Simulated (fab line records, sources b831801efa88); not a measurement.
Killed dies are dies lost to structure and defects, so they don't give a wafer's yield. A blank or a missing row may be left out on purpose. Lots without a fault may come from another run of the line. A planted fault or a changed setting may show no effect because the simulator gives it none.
fab line records | flow sky130
record lots=6 wafers=18 last_day=50
route steps=708 shown FIELD_ISO@10 NWELL@32 DNWELL@35 PWDE@45 PAD_OPEN@708
lots that met no fault: from a run of the same line without faults
start_h: hours from the record's first day to the start of the lot's first wafer shown | wait_h: hours since the lot's step before | " the same as in the row above | L1.1+2: a row that stands for several wafers | - no value, or no start given | * or withheld: withheld | < > ~ a bound
route shown NAME@n: a module of which the file shows steps, and the number in the route of the first | usual: mean/standard deviation of fault-free wafers | same: alike in all rows | chamber/n: place in a boat | sites: the reading at each site | _std_site: their standard deviation | _edge_site: outer sites' mean less inner sites' | radius_mm: how far each site lies from the wafer's centre | mask NAME#n: copy n | behind: the tool/chamber that last shaped the wafer | hold: why the lot was held/for how many hours/how that ended | device: the transistor (n, p or np) that didn't switch | end of line: the same wafers' tests at the end of the route | a step without rows: its recipe alone | killed: dies lost to structure and defects at the first sort, not the wafer's yield | map: a wafer's dies, x killed, . not, _ none there
set.NAME: the setting as run; set.NAME@STEP: as run at that earlier step | model.NAME: the simulator's own value behind a step, which no gauge read
lots at some steps of the route; a table a step, a row a wafer
services: from which hour (start_h, from the record's first day; less than 0 if before it) a tool's chamber was out of use, for how many hours, and why
## steps
# step SKY_FIELD_ISO_SOFTBAKE_09
# recipe temp_c=100 time_s=90 resist=KrF-thick
# step SKY_FIELD_ISO_EXPOSE_10
# recipe mask_id=FOM na=0.68 source_shape=annular sigma_inner=0.4 sigma_outer=0.8 target_cd_nm=150 dose_mj=28
# step SKY_FIELD_ISO_PEB_11
# recipe peb_temp_c=withheld peb_time_s=withheld resist=KrF-thick
# step SKY_FIELD_ISO_DEVELOP_12
# recipe develop_time_s=60 resist=KrF-thick dev_temp_c=21
# step SKY_FIELD_ISO_CD_MEAS_13
# recipe target_cd_nm=150
# usual cd_nm=149.6/1.3
# columns lot.wafer tool chamber start_h wait_h cd_nm
L499.4 cd_sem-02 - 50.32 - 148.9
L499.5 " - " " 150.7
L499.6 " - " " 150.0
L500.1 cd_sem-02 - 54.74 - 148.7
L500.2 " - " " 148.7
L500.3 " - " " 148.3
L509.4 cd_sem-02 - 100.47 - 151.8
L509.5 " - " " 151.5
L509.6 " - " " 150.8
L510.2 cd_sem-02 - 105.96 - 148.9
L510.3 " - " " 149.1
L510.4 " - " " 148.4
L514.4 cd_sem-01 - 128.57 - 150.6
L514.5 " - " " 150.4
L514.6 " - " " 151.3
L517.1 cd_sem-01 - 142.71 - 151.4
L517.3 " - " " 149.9
L517.6 " - " " 150.3
# step SKY_FIELD_ISO_ETCH_14
# recipe chemistry=N2/H2 target=BARC ion_energy_ev=200 source_w=500 bias_w=100 pressure_mtorr=30 n2_flow_sccm=100 h2_flow_sccm=200 stop_on=SiO2 time_s=45.9 target_depth_a=600
# usual chamber_pressure_mTorr=29.999/0.027 drypump_motor_current_A=5.7/0.57 n2_flow_sccm=99.95/0.29 oes_product_au=0.851/0.005 throttle_valve_pct=13.225/0.0089
# columns lot.wafer tool chamber start_h wait_h chamber_pressure_mTorr drypump_motor_current_A n2_flow_sccm oes_product_au rf_hours_counter_h throttle_valve_pct
L499.4 rie_diel-04 2 50.38 0.0 29.955 6.4 100.60 0.861 165 13.224
L499.5 " 0 " " 29.995 5.9 99.99 0.859 - 13.233
L499.6 " 3 " " 30.000 6.3 99.86 0.855 - 13.205
L500.1 rie_diel-01 1 54.86 0.1 29.986 4.9 99.76 0.851 71 13.219
L500.2 " 2 " " 30.026 5.1 99.90 0.852 114 13.246
L500.3 " 3 " " 30.022 4.8 99.52 0.855 42 13.224
L509.4 rie_diel-01 1 100.53 0.0 29.997 4.9 99.67 0.851 71 13.228
L509.5 " 0 " " 29.975 5.8 99.59 0.861 - 13.220
L509.6 " 1 " " 30.017 4.9 99.84 0.847 - 13.222
L510.2 rie_diel-02 3 106.06 0.1 29.992 5.5 100.46 0.850 9 13.227
L510.3 " 1 " " 30.040 5.2 100.24 0.848 150 13.228
L510.4 " 1 " " 29.982 5.2 99.71 0.847 - 13.231
L514.4 rie_diel-01 3 128.63 0.0 29.960 4.8 99.61 0.850 43 13.222
L514.5 " 1 " " 29.965 4.9 100.01 0.842 - 13.217
L514.6 " 2 " " 30.049 5.1 100.09 0.854 - 13.240
L517.1 rie_diel-04 3 142.83 0.1 30.004 6.3 99.49 0.848 6 13.224
L517.3 " 0 " " 29.994 5.9 99.45 0.849 81 13.238
L517.6 " 2 " " 29.982 6.4 100.06 0.851 - 13.230
# step SKY_FIELD_ISO_ETCH_15
# recipe chemistry=CHF3/O2 target_depth_nm=180 stop_on=Si source_w=600 bias_w=200 pressure_mtorr=40 chf3_flow_sccm=50 O2_flow_sccm=5 time_s=72
# step SKY_FIELD_ISO_STRIP_16
# recipe chemistry=O2/N2 power_w=1400 pressure_mtorr=1500 platen_temp_c=withheld o2_flow_sccm=3000 n2_flow_sccm=300 overash_fraction=0.5
# usual chamber_pressure_mTorr=1500.0/1.4 drypump_motor_current_A=5.53/0.29 n2_flow_sccm=300.0/0.95 oes_product_au=0.378/0.0047 strip_time_to_endpoint_s=3.541/0.026
# columns lot.wafer tool chamber start_h wait_h chamber_pressure_mTorr drypump_motor_current_A n2_flow_sccm oes_product_au rf_hours_counter_h strip_time_to_endpoint_s
L499.4 plasma_asher-03 0 50.51 0.1 1495.9 5.72 300.3 0.376 - 3.524
L499.5 " 0 " " 1500.7 5.74 299.4 0.369 - 3.526
L499.6 " 1 " " 1500.0 5.24 300.5 0.375 - 3.499
L500.1 plasma_asher-02 0 54.96 0.0 1498.6 5.29 299.2 0.384 38 3.586
L500.2 " 1 " " 1500.3 6.13 300.9 0.379 38 3.588
L500.3 " 0 " " 1500.2 5.25 298.6 0.383 - 3.561
L509.4 plasma_asher-03 1 100.66 0.1 1499.2 5.27 300.6 0.383 - 3.576
L509.5 " 1 " " 1500.1 5.27 301.9 0.380 - 3.538
L509.6 " 0 " " 1501.6 5.74 298.6 0.380 - 3.573
L510.2 plasma_asher-03 0 106.16 0.0 1501.3 5.70 299.3 0.377 41 3.523
L510.3 " 1 " " 1504.5 5.28 300.1 0.378 - 3.562
L510.4 " 0 " " 1498.5 5.73 299.6 0.385 - 3.526
L514.4 plasma_asher-02 1 128.76 0.1 1496.4 6.15 299.3 0.382 - 3.545
L514.5 " 0 " " 1499.8 5.29 299.1 0.364 - 3.524
L514.6 " 1 " " 1498.8 6.16 299.4 0.377 - 3.503
L517.1 plasma_asher-03 0 142.93 0.0 1499.1 5.73 300.5 0.377 45 3.516
L517.3 " 0 " " 1498.7 5.73 298.6 0.379 - 3.524
L517.6 " 0 " " 1499.9 5.71 299.4 0.383 - 3.547
# step SKY_FIELD_ISO_ETCH_17
# recipe target_depth_a=3420 mask_material=Si3N4 chemistry=HBr/Cl2/O2 target=Si taper_deg=5 icp_w=600 bias_w=150 pressure_mtorr=15 HBr_flow_sccm=150 Cl2_flow_sccm=40 O2_flow_sccm=6 time_s=97.7
# usual chamber_pressure_mTorr=15.000/0.014 drypump_motor_current_A=5.6/0.41 mfc_cl2_sccm=39.99/0.11 oes_product_au=0.998/0.0085 throttle_valve_pct=25.658/0.01
# columns lot.wafer tool chamber start_h wait_h chamber_pressure_mTorr drypump_motor_current_A mfc_cl2_sccm oes_product_au rf_hours_counter_h throttle_valve_pct
L499.4 rie_si-02 1 50.58 0.0 15.011 5.3 40.18 0.980 82 25.660
L499.5 " 2 " " 15.000 5.2 39.96 0.998 - 25.637
L499.6 " 3 " " 15.001 5.6 39.88 0.998 - 25.656
L500.1 rie_si-01 1 55.06 0.1 15.018 5.6 39.96 1.002 9 25.671
L500.2 " 3 " " 14.986 5.3 40.01 1.000 8 25.650
L500.3 " 0 " " 15.001 6.2 39.97 1.001 42 25.647
L509.4 rie_si-01 0 100.73 0.0 14.960 6.2 40.01 0.997 43 25.663
L509.5 " 1 " " 15.002 5.6 40.03 0.999 - 25.665
L509.6 " 2 " " 15.017 6.4 39.79 0.976 - 25.673
L510.2 rie_si-01 3 106.26 0.1 15.000 5.3 40.10 0.997 8 25.657
L510.3 " 2 " " 14.974 6.3 40.11 0.991 0 25.674
L510.4 " 0 " " 15.008 6.2 39.96 0.994 43 25.634
L514.4 rie_si-01 2 128.83 0.0 15.007 6.4 39.95 0.995 1 25.651
L514.5 " 1 " " 15.027 5.6 40.08 1.007 - 25.651
L514.6 " 0 " " 14.999 6.2 39.74 1.008 - 25.645
L517.1 rie_si-01 0 143.03 0.1 15.023 6.2 40.20 0.998 43 25.658
L517.3 " 1 " " 15.008 5.6 39.88 0.995 10 25.675
L517.6 " 2 " " 14.995 6.4 39.98 0.992 - 25.659
# step SKY_FIELD_ISO_WET_ETCH_18
# recipe chemistry=H3PO4 target_depth_nm=25 temp_c=160 target=Si3N4 time_s=286
# step SKY_FIELD_ISO_CLEAN_19
# recipe chemistry=SC1/SC2 mix=1:4:20 temp_c=70 time_s=150
# step SKY_FIELD_ISO_CLEAN_20
# recipe chemistry=dHF time_s=20 dilution=100:1
# step SKY_FIELD_ISO_WET_ETCH_21
# recipe chemistry=dHF dilution=100:1 target_depth_nm=20 dry=ipa_marangoni target=SiO2 temp_c=25 time_s=400
# columns lot.wafer tool chamber start_h wait_h
L499.4+5+6 wet_bench-01 1 50.81 0.0
L500.1+2+3 wet_bench-02 3 55.29 0.0
L509.4+5+6 wet_bench-01 3 100.95 0.0
L510.2+3+4 wet_bench-01 0 106.48 0.0
L514.4+5+6 wet_bench-04 0 129.05 0.0
L517.1+3+6 wet_bench-04 3 143.25 0.0
# step SKY_FIELD_ISO_OXIDATION_22
# recipe temp_c=950 ambient=O2 stabilise_s=600 purge_s=300 target_thk_a=100 ox_time_s=623
# step SKY_FIELD_ISO_THK_MEAS_23
# recipe reads=SiO2_of_FIELD_ISO_OXIDATION_22
# usual FIELD_ISO_OXIDATION_01_THK=9.92/0.21
# columns lot.wafer tool chamber start_h wait_h FIELD_ISO_OXIDATION_01_THK[nm]
L499.4 film_metro-04 - 53.40 0.0 9.99
L499.5 " - " " 9.84
L499.6 " - " " 10.05
L500.1 film_metro-04 - 57.55 0.0 9.87
L500.2 " - " " 10.16
L500.3 " - " " 10.03
L509.4 film_metro-01 - 103.10 0.0 9.88
L509.5 " - " " 9.99
L509.6 " - " " 10.04
L510.2 film_metro-03 - 111.44 0.0 9.84
L510.3 " - " " 10.07
L510.4 " - " " 10.10
L514.4 film_metro-03 - 130.69 0.0 9.77
L514.5 " - " " 9.74
L514.6 " - " " 9.97
L517.1 film_metro-03 - 145.45 0.0 9.98
L517.3 " - " " 10.11
L517.6 " - " " 10.28
# step SKY_FIELD_ISO_CVD_24
# recipe material=SiO2 target_thk_nm=595 temp_c=650 sigma_open_frac=0.3 time_s=99.2 sih4_flow_sccm=60 pressure_mtorr=6
# step SKY_FIELD_ISO_THK_MEAS_25
# recipe reads=SiO2_of_FIELD_ISO_CVD_24
# usual FIELD_ISO_CVD_24_THK=593/5.8
# columns lot.wafer tool chamber start_h wait_h FIELD_ISO_CVD_24_THK[nm]
L499.4 film_metro-04 - 53.53 0.0 591
L499.5 " - " " 598
L499.6 " - " " 595
L500.1 film_metro-03 - 57.72 0.1 593
L500.2 " - " " 591
L500.3 " - " " 585
L509.4 film_metro-03 - 103.23 0.0 583
L509.5 " - " " 582
L509.6 " - " " 593
L510.2 film_metro-04 - 111.57 0.0 582
L510.3 " - " " 586
L510.4 " - " " 596
L514.4 film_metro-01 - 130.83 0.0 592
L514.5 " - " " 592
L514.6 " - " " 590
L517.1 film_metro-04 - 145.58 0.0 602
L517.3 " - " " 599
L517.6 " - " " 596
# step SKY_FIELD_ISO_ANNEAL_26
# recipe temp_c=1000 time_s=1800 ambient=N2
# step SKY_FIELD_ISO_CMP_27
# recipe stop_on=Si3N4 t_overpolish_s=16 down_force_psi=4 platen_rpm=60 target_thk_nm=457.8 pad_velocity_m_s=0.94248
# usual motor_current_A=12.1/1.4 overpolish_run_s=15.999/0.0085 slurry_flow_ml_min=150.0/0.47 time_to_endpoint_s=110.7/2.7
# columns lot.wafer tool chamber start_h wait_h motor_current_A overpolish_run_s slurry_flow_ml_min time_to_endpoint_s
L499.4 cmp-01 3 56.38 0.0 11.3 15.999 150.7 107.1
L499.5 " 3 " " 11.4 16.002 150.2 108.9
L499.6 " 0 " " 12.6 15.998 149.7 112.1
L500.2 cmp-02 0 59.43 0.1 11.7 16.002 149.9 113.5
L500.1 " 1 " " 11.1 16.006 150.3 112.1
L500.3 " 2 " " 10.6 16.018 150.0 108.1
L509.4 cmp-02 1 104.76 0.0 11.0 15.996 150.0 113.5
L509.6 " 1 " " 11.5 16.000 149.5 115.5
L509.5 " 2 " " 10.2 16.002 149.5 109.3
L510.2 cmp-02 0 113.29 0.0 11.7 16.006 150.3 109.7
L510.3 " 2 " " 10.3 15.996 150.2 107.6
L510.4 " 3 " " 14.5 15.995 150.4 112.9
L514.4 cmp-02 0 132.46 0.1 11.9 15.995 150.5 112.2
L514.6 " 2 " " 10.7 16.014 150.4 109.5
L514.5 " 3 " " 13.8 15.994 150.5 111.5
L517.1 cmp-02 2 148.02 0.0 10.4 16.004 149.0 107.9
L517.3 " 3 " " 14.2 16.013 150.5 109.6
L517.6 " 3 " " 14.5 16.002 149.6 109.0
# step SKY_FIELD_ISO_WET_ETCH_28
# recipe chemistry=dHF target_depth_nm=23.7 target=SiO2 dilution=10:1 temp_c=25 time_s=47
# step SKY_FIELD_ISO_WET_ETCH_29
# recipe chemistry=H3PO4 target_depth_nm=160 target=Si3N4 temp_c=160 time_s=1825
# step SKY_FIELD_ISO_WET_ETCH_30
# recipe chemistry=dHF target_depth_nm=25 target=SiO2 dilution=10:1 temp_c=25 time_s=50
# step SKY_NWELL_CLEAN_00
# recipe chemistry=SC1/SC2 mix=1:4:20 temp_c=70 time_s=150 dry=n2_spin
# step SKY_NWELL_OXIDATION_01
# recipe temp_c=900 ambient=O2 stabilise_s=600 purge_s=300 target_thk_a=100 ox_time_s=1418
# step SKY_NWELL_THK_MEAS_02
# recipe reads=SiO2_of_NWELL_OXIDATION_01
# usual NWELL_OXIDATION_THK=10.02/0.19
# columns lot.wafer tool chamber start_h wait_h NWELL_OXIDATION_THK[nm]
L499.4 film_metro-04 - 58.97 0.0 9.66
L499.5 " - " " 9.89
L499.6 " - " " 9.91
L500.1 film_metro-02 - 62.19 0.0 10.09
L500.2 " - " " 10.15
L500.3 " - " " 9.96
L509.4 film_metro-04 - 108.75 0.0 9.91
L509.5 " - " " 9.89
L509.6 " - " " 9.81
L510.2 film_metro-04 - 115.65 0.0 10.03
L510.3 " - " " 10.20
L510.4 " - " " 10.15
L514.4 film_metro-03 - 134.75 0.0 10.10
L514.5 " - " " 10.03
L514.6 " - " " 9.87
L517.1 film_metro-02 - 150.66 0.0 10.26
L517.3 " - " " 10.05
L517.6 " - " " 10.10
# step SKY_DNWELL_DEHYDRATE_00
# recipe temp_c=200 time_s=60
# step SKY_DNWELL_HMDS_01
# recipe prime_time_s=60 prime_temp_c=120
# step SKY_DNWELL_COAT_02
# recipe spin_rpm=2000 resist_thk_nm=3000
# step SKY_DNWELL_SOFTBAKE_03
# recipe temp_c=110 time_s=withheld
# step SKY_DNWELL_EXPOSE_04
# recipe mask_id=DNM na=0.57 target_cd_nm=3000 dose_mj=222
# step SKY_DNWELL_PEB_05
# recipe temp_c=115 time_s=withheld
# step SKY_DNWELL_DEVELOP_06
# recipe wall_angle_deg=90 developer=TMAH develop_time_s=60 dev_temp_c=23
# step SKY_DNWELL_IMPLANT_07
# recipe species=P energy_kev=withheld dose_cm2=withheld tilt_deg=withheld
# step SKY_DNWELL_STRIP_08
# recipe chemistry=O2/N2 power_w=1400 pressure_mtorr=1500 platen_temp_c=withheld o2_flow_sccm=3000 n2_flow_sccm=304.5 overash_fraction=0.5
# usual chamber_pressure_mTorr=1500.1/1.4 drypump_motor_current_A=5.7/0.42 n2_flow_sccm=304.4/0.87 oes_product_au=0.723/0.0043 strip_time_to_endpoint_s=36.89/0.11
# columns lot.wafer tool chamber start_h wait_h chamber_pressure_mTorr drypump_motor_current_A n2_flow_sccm oes_product_au rf_hours_counter_h strip_time_to_endpoint_s
L499.4 plasma_asher-04 0 75.75 0.1 1498.9 5.6 304.5 0.724 - 36.76
L499.5 " 1 " " 1499.3 6.3 305.0 0.724 - 36.80
L499.6 " 0 " " 1502.1 5.6 305.6 0.723 - 36.84
L500.1 plasma_asher-02 1 79.03 0.1 1498.3 6.2 304.4 0.726 40 37.00
L500.2 " 0 " " 1501.6 5.3 304.5 0.725 40 36.92
L500.3 " 1 " " 1502.2 6.2 303.5 0.724 - 36.82
L509.4 plasma_asher-03 0 126.59 0.1 1498.7 5.7 304.0 0.725 - 36.85
L509.5 " 1 " " 1499.6 5.2 304.2 0.725 - 36.78
L509.6 " 0 " " 1499.3 5.7 304.7 0.722 - 36.80
L510.2 plasma_asher-02 0 134.85 0.1 1500.1 5.2 302.7 0.723 2 36.82
L510.3 " 0 " " 1500.9 5.2 303.4 0.721 - 36.89
L510.4 " 1 " " 1499.1 6.1 304.4 0.717 - 36.91
L514.4 plasma_asher-03 1 153.71 0.1 1498.2 5.2 303.5 0.719 - 36.76
L514.5 " 1 " " 1498.3 5.2 304.0 0.720 - 36.95
L514.6 " 0 " " 1497.6 5.7 303.0 0.723 - 36.80
L517.1 plasma_asher-04 0 170.98 0.1 1499.5 5.6 303.8 0.723 37 37.03
L517.3 " 1 " " 1500.4 6.3 304.7 0.729 - 36.98
L517.6 " 1 " " 1498.8 6.4 305.7 0.716 - 37.02
# step SKY_DNWELL_TW_MEAS_09
# usual DNWELL_TW=1113/7.5
# columns lot.wafer tool chamber start_h wait_h DNWELL_TW
L499.4 film_metro-03 - 75.84 0.1 1117
L499.5 " - " " 1116
L499.6 " - " " 1119
L500.1 film_metro-03 - 79.18 0.1 1118
L500.2 " - " " 1115
L500.3 " - " " 1120
L509.4 film_metro-04 - 126.69 0.1 1117
L509.5 " - " " 1112
L509.6 " - " " 1115
L510.2 film_metro-02 - 134.96 0.1 1123
L510.3 " - " " 1124
L510.4 " - " " 1123
L514.4 film_metro-03 - 153.88 0.1 1112
L514.5 " - " " 1105
L514.6 " - " " 1112
L517.1 film_metro-03 - 171.08 0.1 1117
L517.3 " - " " 1122
L517.6 " - " " 1126
# step SKY_PWDE_DEHYDRATE_00
# recipe temp_c=200 time_s=60
# step SKY_PWDE_HMDS_01
# recipe prime_time_s=60 prime_temp_c=120
# step SKY_PWDE_COAT_02
# recipe spin_rpm=2000 resist_thk_nm=3000
# step SKY_PWDE_SOFTBAKE_03
# recipe temp_c=110 time_s=withheld
# step SKY_PWDE_EXPOSE_04
# recipe mask_id=PWDEM na=0.6 source_shape=conventional sigma_outer=0.6 polarization=unpolarized target_cd_nm=840 dose_mj=214
# step SKY_PWDE_PEB_05
# recipe temp_c=115 time_s=withheld
# step SKY_PWDE_DEVELOP_06
# recipe wall_angle_deg=90 developer=TMAH develop_time_s=60 dev_temp_c=23
# step SKY_PAD_OPEN_PROBE_99
# usual killed_at_M0_to_M3=44/6.3 killed_at_M4_up=3.1/2 killed_at_contacts=24/4.8 killed_at_front_end=15/4.6 killed_at_other=0.2/0.51 killed_dies=87/8.4 killed_open=48/6.4 killed_short=39/5.9
# same gross_dies=492 killed_at_back_side=0
# columns lot.wafer tool chamber start_h wait_h killed_at_M0_to_M3 killed_at_M4_up killed_at_contacts killed_at_front_end killed_at_other killed_dies killed_open killed_short
L499.4 prober-02 - 1100.10 0.2 44 3 29 15 0 91 44 47
L499.5 prober-02 - 1100.15 0.2 37 5 32 22 0 96 55 41
L499.6 prober-02 - 1100.20 0.2 33 4 26 18 0 81 41 40
L500.1 prober-01 - 1102.51 0.1 38 2 23 14 0 77 41 36
L500.2 prober-01 - 1102.56 0.1 44 4 26 6 0 80 37 43
L500.3 prober-01 - 1102.61 0.2 49 2 24 25 0 100 54 46
L509.4 prober-02 - 1154.60 0.2 57 3 15 60 0 135 48 40
L509.5 prober-02 - 1154.65 0.2 49 3 22 66 0 140 49 38
L509.6 prober-02 - 1154.70 0.2 43 3 31 65 0 142 46 43
L510.2 prober-01 - 1158.68 0.1 32 4 29 61 1 127 45 35
L510.3 prober-01 - 1158.73 0.2 39 3 31 56 1 130 45 38
L510.4 prober-01 - 1158.78 0.2 32 4 31 59 1 127 48 35
L514.4 prober-01 - 1178.80 0.2 50 3 24 8 1 86 53 33
L514.5 prober-01 - 1178.85 0.2 42 8 25 13 0 88 53 35
L514.6 prober-01 - 1178.90 0.2 49 0 22 15 0 86 51 35
L517.1 prober-01 - 1197.80 0.1 43 2 18 10 0 73 41 32
L517.3 prober-01 - 1197.90 0.2 38 5 14 8 0 65 31 34
L517.6 prober-01 - 1198.05 0.2 42 1 31 13 0 87 56 31
# killed by level:class
L499.4 CONTACT:geometric_particle:open=8 VIA1:geometric_particle:open=8 CONTACT:geometric_particle:short=7 POLY_GATE:geometric_particle:short=6 METAL2:geometric_particle:short=6 VIA2:geometric_particle:open=5 LOCAL_INTERCONNECT:geometric_particle:short=5 VIA3:geometric_particle:open=4
L499.5 LI_CONTACT:geometric_particle:open=11 CONTACT:geometric_particle:open=11 VIA1:geometric_particle:open=8 METAL2:geometric_particle:short=7 FIELD_ISO:geometric_particle:open=5 FIELD_ISO:geometric_particle:short=5 LOCAL_INTERCONNECT:geometric_particle:short=5 VIA2:geometric_particle:open=5
L499.6 METAL2:geometric_particle:short=8 LI_CONTACT:geometric_particle:open=8 CONTACT:geometric_particle:open=8 POLY_GATE:geometric_particle:open=6 VIA1:geometric_particle:open=6 POLY_GATE:geometric_particle:short=5 LOCAL_INTERCONNECT:geometric_particle:short=5 VIA2:geometric_particle:open=5
L500.1 VIA1:geometric_particle:open=10 METAL2:geometric_particle:short=9 POLY_GATE:geometric_particle:open=7 CONTACT:geometric_particle:open=6 CONTACT:geometric_particle:short=5 LI_CONTACT:geometric_particle:open=5 VIA3:geometric_particle:open=5 METAL1:geometric_particle:short=4
L500.2 VIA3:geometric_particle:open=10 VIA1:geometric_particle:open=8 LOCAL_INTERCONNECT:geometric_particle:short=7 CONTACT:geometric_particle:open=7 VIA1:geometric_particle:short=6 LI_CONTACT:geometric_particle:short=5 CONTACT:geometric_particle:short=5 METAL2:geometric_particle:short=5
L500.3 VIA1:geometric_particle:open=16 POLY_GATE:geometric_particle:open=7 CONTACT:geometric_particle:open=7 POLY_GATE:geometric_particle:short=6 CONTACT:geometric_particle:short=6 METAL2:geometric_particle:short=6 LI_CONTACT:geometric_particle:open=5 METAL1:geometric_particle:short=5
L509.4 FIELD_ISO:unspecified=47 VIA1:geometric_particle:open=15 VIA1:geometric_particle:short=8 METAL2:geometric_particle:short=8 CONTACT:geometric_particle:open=7 METAL1:geometric_particle:short=7 LI_CONTACT:geometric_particle:open=6 FIELD_ISO:geometric_particle:short=5
L509.5 FIELD_ISO:unspecified=53 VIA3:geometric_particle:open=9 VIA1:geometric_particle:open=8 LI_CONTACT:geometric_particle:open=8 METAL2:geometric_particle:short=7 CONTACT:geometric_particle:open=6 VIA2:geometric_particle:open=6 LI_CONTACT:geometric_particle:short=5
L509.6 FIELD_ISO:unspecified=53 LI_CONTACT:geometric_particle:open=11 CONTACT:geometric_particle:open=9 VIA1:geometric_particle:open=8 METAL2:geometric_particle:short=7 VIA3:geometric_particle:short=6 VIA3:geometric_particle:open=6 VIA2:geometric_particle:open=5
L510.2 FIELD_ISO:unspecified=47 LI_CONTACT:geometric_particle:open=8 CONTACT:geometric_particle:open=8 VIA1:geometric_particle:open=8 CONTACT:geometric_particle:short=6 FIELD_ISO:geometric_particle:open=4 POLY_GATE:geometric_particle:short=4 LI_CONTACT:geometric_particle:short=4
L510.3 FIELD_ISO:unspecified=47 CONTACT:geometric_particle:open=12 VIA2:geometric_particle:open=8 LI_CONTACT:geometric_particle:open=7 VIA3:geometric_particle:open=7 CONTACT:geometric_particle:short=6 METAL1:geometric_particle:short=5 FIELD_ISO:geometric_particle:open=4
L510.4 FIELD_ISO:unspecified=44 CONTACT:geometric_particle:open=9 LI_CONTACT:geometric_particle:open=8 VIA1:geometric_particle:open=8 VIA3:geometric_particle:open=7 LOCAL_INTERCONNECT:geometric_particle:short=6 POLY_GATE:geometric_particle:short=5 VIA1:geometric_particle:short=5
L514.4 METAL1:geometric_particle:short=11 VIA2:geometric_particle:open=11 CONTACT:geometric_particle:open=9 LI_CONTACT:geometric_particle:open=7 VIA1:geometric_particle:open=7 VIA3:geometric_particle:open=6 LI_CONTACT:geometric_particle:short=4 METAL1:geometric_particle:open=4
L514.5 VIA1:geometric_particle:open=14 LI_CONTACT:geometric_particle:open=10 VIA2:geometric_particle:open=8 LOCAL_INTERCONNECT:geometric_particle:short=6 METAL1:geometric_particle:short=6 CONTACT:geometric_particle:open=5 FIELD_ISO:geometric_particle:open=4 FIELD_ISO:geometric_particle:short=4
L514.6 VIA1:geometric_particle:open=15 VIA3:geometric_particle:open=8 POLY_GATE:geometric_particle:open=7 VIA2:geometric_particle:open=6 CONTACT:geometric_particle:open=5 LI_CONTACT:geometric_particle:short=5 CONTACT:geometric_particle:short=5 VIA1:geometric_particle:short=5
L517.1 CONTACT:geometric_particle:open=9 VIA1:geometric_particle:open=8 VIA3:geometric_particle:open=8 METAL1:geometric_particle:short=7 VIA2:geometric_particle:open=5 METAL2:geometric_particle:short=5 LI_CONTACT:geometric_particle:open=4 VIA1:geometric_particle:short=4
L517.3 METAL1:geometric_particle:short=11 LI_CONTACT:geometric_particle:open=6 VIA1:geometric_particle:open=5 VIA2:geometric_particle:open=5 VIA3:geometric_particle:open=5 FIELD_ISO:geometric_particle:short=3 FIELD_ISO:geometric_particle:open=3 LI_CONTACT:geometric_particle:short=3
L517.6 LI_CONTACT:geometric_particle:open=16 VIA1:geometric_particle:open=11 VIA2:geometric_particle:open=7 LOCAL_INTERCONNECT:geometric_particle:short=5 CONTACT:geometric_particle:open=5 FIELD_ISO:geometric_particle:open=4 CONTACT:geometric_particle:short=4 METAL1:geometric_particle:short=4
# map L509.6 (x killed, . not)
__________.........._________
________.......x...xx._______
______.x...............x_____
_____xxxx........x.......____
____.x...........x.....xx.___
___...xx..........x........__
__.xxxx.......x.......x....x_
_........x..x.x..x...xx...xx.
_..........x.................
_.x..x..........x.....x......
_....x.x..........xxx........
_x......xx.x..xx......x......
_..x.x..x..x...x......x....x.
_.xxxxxxxx....x.x...xx.......
_x.xxxxxxxx..x.x....x....x...
__xxxxxxxxx.....x.x..x....x._
___xxxxxxxxx...x....xxx..xx__
____xxxxxxx.x.........x...___
_____xxxxx....x.........x____
______xx.xxx.......xx..x_____
________xx.....xx.x.x._______
__________.....xx.x._________
# map L510.3 (x killed, . not)
__________x...x..x.._________
________...x..x......x_______
______....x.....x......._____
_____......xx......x.....____
____........x.....x...x.x.___
___......x..xxxx.x..x.x....__
__......x......x.x...xx....._
_.........x.xx..x.x...x...x.x
_.......x.................x.x
_.x.x.........x.......x..xxxx
_.x.xx........x.....xxxxxxxxx
_xx.x.....x........x...xxxxxx
_.......x....x....x..xxxxxxxx
_..x.................xxxxxxxx
_.x............x......xxxxxxx
__....x........x.....x.xxxxx_
___x..........x...x...x..xx__
____....x.........x.xx.x.x___
_____.x...x......x...x...____
______..x......x......x._____
________x..........xx._______
__________.........._________
## services
# columns tool chamber start_h hours kind
rie_diel-02 3 32.11 2.6 repair
rie_diel-01 2 33.72 2.4 repair
rie_si-01 2 41.63 - clean
rie_si-01 2 41.63 24.3 scheduled_down
rie_si-01 2 41.63 24.3 vent_cycle
rie_si-02 - 46.45 1.7 repair
cmp-02 - 64.00 4.0 pm
rie_si-01 - 66.19 0.6 repair
cmp-02 - 68.00 - consumable_replace:conditioner
cmp-02 - 68.00 - consumable_replace:pad
wet_bench-02 - 75.09 4.4 repair
rie_diel-02 - 77.95 2.8 pm
rie_diel-01 1 92.22 4.2 repair
rie_diel-04 - 95.62 7.6 repair
rie_diel-01 - 97.13 0.8 repair
cmp-02 - 100.23 1.3 repair
plasma_asher-02 - 108.75 9.0 pm
plasma_asher-04 - 117.56 2.8 pm
wet_bench-02 - 119.14 1.9 pm
rie_si-01 0 119.22 6.3 repair
plasma_asher-02 - 135.73 6.5 repair
rie_diel-04 3 143.90 1.6 repair
cmp-02 - 159.09 0.7 repair
rie_diel-04 - 168.60 2.8 repair
## key
first_sign step=SKY_PAD_OPEN_PROBE_99 reading=killed_at_front_end direction=up sigmas=10 usual=15 struck=61
effect step=SKY_PAD_OPEN_PROBE_99 reading=killed_dies direction=up sigmas=5.5 usual=87 struck=134
met_at SKY_FIELD_ISO_WET_ETCH_21
struck_wafers L509.4,L509.5,L509.6,L510.2,L510.3,L510.4
tester_left_out L509,L510
onset_between 50.81 100.95
fault kind=chamber_particle_source tool=wet_bench-01 chamber=- onset_h=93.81 steps=SKY_FIELD_ISO_WET_ETCH_21 rate_per_visit_cm2=1.5116 end_h=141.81
# tester_left_out: of these lots the tester's yield and bins aren't shown, on N5 and GAA mostly nor the transistor test; their killed dies are dies lost to structure and defects alone, not to doping, threshold or leakage, so they don't give the yield
